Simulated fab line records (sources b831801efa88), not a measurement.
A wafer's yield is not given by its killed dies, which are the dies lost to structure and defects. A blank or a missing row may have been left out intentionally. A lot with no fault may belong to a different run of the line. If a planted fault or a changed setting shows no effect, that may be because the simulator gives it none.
The same fault as seen by 2 desks	flow gf180mcu	numbers are kept per desk, each desk with only its own; the story behind them comes last

AT THE TOOL OWNER'S DESK: rie_diel-04
The tool's own readings at GF_CONTACT_ETCH_17 (etches SiO2 in C4F8/O2/Ar, stops on CoSi2, target depth 860 nm): means of the sampled wafers that have a number, for each lot that ran on this tool. Any lot whose mean is over 4 standard deviations away from the usual mean is out of limits and marked OUT; that distance is given in the brackets.
Columns: A = oes_product_au at GF_CONTACT_ETCH_17, usual 0.816 a.u.
lot	first seen here	A
L543	day 17 04:00	0.819
L548	day 19 09:00	0.815
L549	day 19 13:00	0.818
L554	day 21 00:00	0.815
Result from this desk: across the 4 lots, nothing is out of limits.

AT THE METROLOGY DESK
What the gauges read for every lot (on any tool): the sampled wafers with a number, averaged. Any lot whose mean is over 4 standard deviations away from the usual mean is out of limits and marked OUT; that distance is given in the brackets.
Columns: A = PASSIVATION_BOW at GF_PASSIVATION_BOW_MEAS_14, usual 137 um
lot	first seen here	A
L542	day 29 13:59	123
L543	day 30 10:00	139
L544	day 30 12:15	132
L545	day 30 14:04	135
L546	day 30 21:18	139
L547	day 31 05:40	121
L548	day 31 18:10	127
L549	day 32 00:12	146
L554	day 32 19:59	138
L553	day 32 20:10	131
L555	day 33 07:30	133
L563	day 35 01:48	124
L564	day 35 14:35	141
Result from this desk: across the 13 lots, nothing is out of limits.

TAKEN TOGETHER
The tool owner's desk saw nothing out of limits.
At the metrology desk, nothing out of limits was observed.

WHAT THE SIMULATOR HAD PUT IN
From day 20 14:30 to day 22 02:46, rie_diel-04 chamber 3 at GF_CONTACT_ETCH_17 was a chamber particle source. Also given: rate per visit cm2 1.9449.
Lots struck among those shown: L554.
